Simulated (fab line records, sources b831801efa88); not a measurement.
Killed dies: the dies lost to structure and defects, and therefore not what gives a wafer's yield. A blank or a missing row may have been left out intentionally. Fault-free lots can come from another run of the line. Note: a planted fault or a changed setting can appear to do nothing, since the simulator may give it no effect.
Which tool was responsible? / flow gf180mcu / 24 lots (72 wafers sampled), 1 step of a 602-step route

WHAT THE GAUGES SHOWED, per wafer
GF_V1_THK_MEAS_03. Usual: V1_CVD_02_THK 849 nm, standard deviation 11.
lot=L074; measured=day 17 11:55; on=film-metro-02; V1_CVD_02_THK (nm)=841 836 858; flag=
lot=L075; measured=day 17 16:16; on=film-metro-02; V1_CVD_02_THK (nm)=832 837 861; flag=
lot=L077; measured=day 18 01:53; on=film-metro-02; V1_CVD_02_THK (nm)=838 830 856; flag=
lot=L076; measured=day 18 04:23; on=film-metro-02; V1_CVD_02_THK (nm)=836 834 840; flag=
lot=L078; measured=day 18 18:13; on=film-metro-01; V1_CVD_02_THK (nm)=839 851 864; flag=
lot=L079; measured=day 19 01:23; on=film-metro-01; V1_CVD_02_THK (nm)=836 867 851; flag=
lot=L080; measured=day 19 13:14; on=film-metro-03; V1_CVD_02_THK (nm)=867 845 848; flag=
lot=L081; measured=day 19 19:21; on=film-metro-03; V1_CVD_02_THK (nm)=838 856 841; flag=
lot=L082; measured=day 20 11:30; on=film-metro-01; V1_CVD_02_THK (nm)=830 838 841; flag=
lot=L083; measured=day 20 20:05; on=film-metro-01; V1_CVD_02_THK (nm)=854 853 862; flag=
lot=L084; measured=day 20 23:51; on=film-metro-01; V1_CVD_02_THK (nm)=841 859 842; flag=
lot=L085; measured=day 21 12:06; on=film-metro-01; V1_CVD_02_THK (nm)=837 869 844; flag=
lot=L086; measured=day 21 19:59; on=film-metro-03; V1_CVD_02_THK (nm)=852 839 843; flag=
lot=L087; measured=day 22 08:05; on=film-metro-02; V1_CVD_02_THK (nm)=853 853 870; flag=
lot=L089; measured=day 22 23:25; on=film-metro-03; V1_CVD_02_THK (nm)=832 858 843; flag=
lot=L088; measured=day 23 00:27; on=film-metro-02; V1_CVD_02_THK (nm)=840 853 883; flag=
lot=L091; measured=day 23 14:28; on=film-metro-03; V1_CVD_02_THK (nm)=861 831 851; flag=
lot=L090; measured=day 23 16:25; on=film-metro-01; V1_CVD_02_THK (nm)=842 847 848; flag=
lot=L092; measured=day 24 02:23; on=film-metro-01; V1_CVD_02_THK (nm)=856 869 868; flag=
lot=L093; measured=day 24 12:02; on=film-metro-01; V1_CVD_02_THK (nm)=846 841 868; flag=
lot=L095; measured=day 24 13:35; on=film-metro-03; V1_CVD_02_THK (nm)=835 839 855; flag=
lot=L094; measured=day 24 16:16; on=film-metro-03; V1_CVD_02_THK (nm)=851 854 870; flag=
lot=L096; measured=day 25 03:43; on=film-metro-01; V1_CVD_02_THK (nm)=850 839 864; flag=
lot=L097; measured=day 25 12:08; on=film-metro-03; V1_CVD_02_THK (nm)=835 854 863; flag=

EACH LOT AND THE TOOL THAT RAN IT (in order: tool; ch and the chambers of the sampled wafers; start)
The record holds no process step before these readings.

AS READ BY THE TOOLS THEMSELVES (means over the sampled wafers that have a number; for cases with no such wafer, the mark the record gives instead)
The record holds no such reading with a usual standard deviation.

THE ANSWER, worked out from the rows above alone
Rule: a lot is off if the mean of its wafers that have a number lies more than 3 standard deviations from the usual mean. Also off: a lot with no number at a reading for which 4 or more lots have one. Where the step has rows for the other lots, those lots are counted as sound. The gauges are gone through in route order, then the tools' own readings, and for those a lot's mean is taken as printed above. At the first step where some lot is off, the reading lying furthest off is the one used; lots without a number count as furthest.
No lot is off on any of the readings shown, so nothing can be concluded from this.

WHAT WAS PUT IN BY THE SIMULATOR
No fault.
